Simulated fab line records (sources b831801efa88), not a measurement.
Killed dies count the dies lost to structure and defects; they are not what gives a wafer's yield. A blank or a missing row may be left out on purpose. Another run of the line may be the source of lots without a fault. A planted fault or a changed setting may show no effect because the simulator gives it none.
Which tool did it?    flow sky130    18 wafers from 6 lots sampled at 4 of the route's 708 steps

## WHAT THE GAUGES READ, wafer by wafer
SKY_VIA2_THK_MEAS_01.
lot   measured      on             VIA2_HDPCVD_THK (nm)
L103  day 36 05:01  film-metro-01  1161 1187 1207
L107  day 37 09:50  film-metro-03  1198 1209 1202
L111  day 38 12:34  film-metro-04  1190 1209 1176
L113  day 39 08:15  film-metro-03  1761 1758 1774 1762 1757 1777
L121  day 41 16:23  film-metro-03  1156 1172 1186
L122  day 42 03:14  film-metro-04  1189 1193 1189

## WHAT TOOL EACH LOT RAN ON (gives the tool, then ch and the chambers of the sampled wafers, and finally the start)
lot   SKY_VIA1_CVD_21                SKY_VIA1_CMP_24                SKY_VIA2_HDPCVD_00
L103  cvd-w-01 ch 0,1, day 35 00:55  cmp-01 ch 0,2,3, day 35 01:17  hdpcvd-02 ch 0,1,2, day 36 04:52
L107  cvd-w-01 ch 0,1, day 36 06:46  cmp-02 ch 2,3, day 36 07:02    hdpcvd-02 ch 0,1, day 37 09:42
L111  cvd-w-01 ch 1, day 37 09:00    cmp-01 ch 2,3, day 37 09:16    hdpcvd-02 ch 0,1,2, day 38 12:26
L113  cvd-w-02 ch 0,1, day 38 05:19  cmp-02 ch 0,2,3, day 38 05:40  hdpcvd-01 ch 0,1,2, day 39 08:06
L121  cvd-w-01 ch 0, day 40 14:50    cmp-01 ch 0,1,3, day 40 15:10  hdpcvd-02 ch 0,1,2, day 41 16:15
L122  cvd-w-02 ch 0,1, day 41 00:47  cmp-02 ch 0,2,3, day 41 01:13  hdpcvd-01 ch 0,1, day 42 03:07
- SKY_VIA1_CVD_21: deposits W, target thk 270 nm, time 80.902 s.
- SKY_VIA1_CMP_24: polishes, stops on SiO2, t overpolish 15 s, target thk 0 nm.
- SKY_VIA2_HDPCVD_00: deposits SiO2, target thk 1180 nm, time 196.7 s.

## THE ANSWER, worked out from the rows above alone
Rule: the lots themselves supply what counts as usual. The widest of any qualifying gaps counts: lots, ordered by their means at a reading, are off when they make up no more than a third of the lots, leave a main group of 4 or more, and stand apart from it by 3 or more times the standard deviation of that group's means. A main group whose means are all the same, to the digits that the tables above print for the reading, isn't used. Also off: a lot with no number at a reading for which 4 or more lots have one. All remaining lots with rows at the step are treated as sound.
Off: L113, seen at SKY_VIA2_THK_MEAS_01 (VIA2_HDPCVD_THK). Mean 1188 nm and standard deviation 10 in the main group.
A tool fits if, at a process step before that reading, it ran every lot that is off, and no sound lot after the first of them. Those tools and the gauges at SKY_VIA2_THK_MEAS_01 are tried in the same way. None of those tried fits.

## WHAT THE SIMULATOR PUT IN
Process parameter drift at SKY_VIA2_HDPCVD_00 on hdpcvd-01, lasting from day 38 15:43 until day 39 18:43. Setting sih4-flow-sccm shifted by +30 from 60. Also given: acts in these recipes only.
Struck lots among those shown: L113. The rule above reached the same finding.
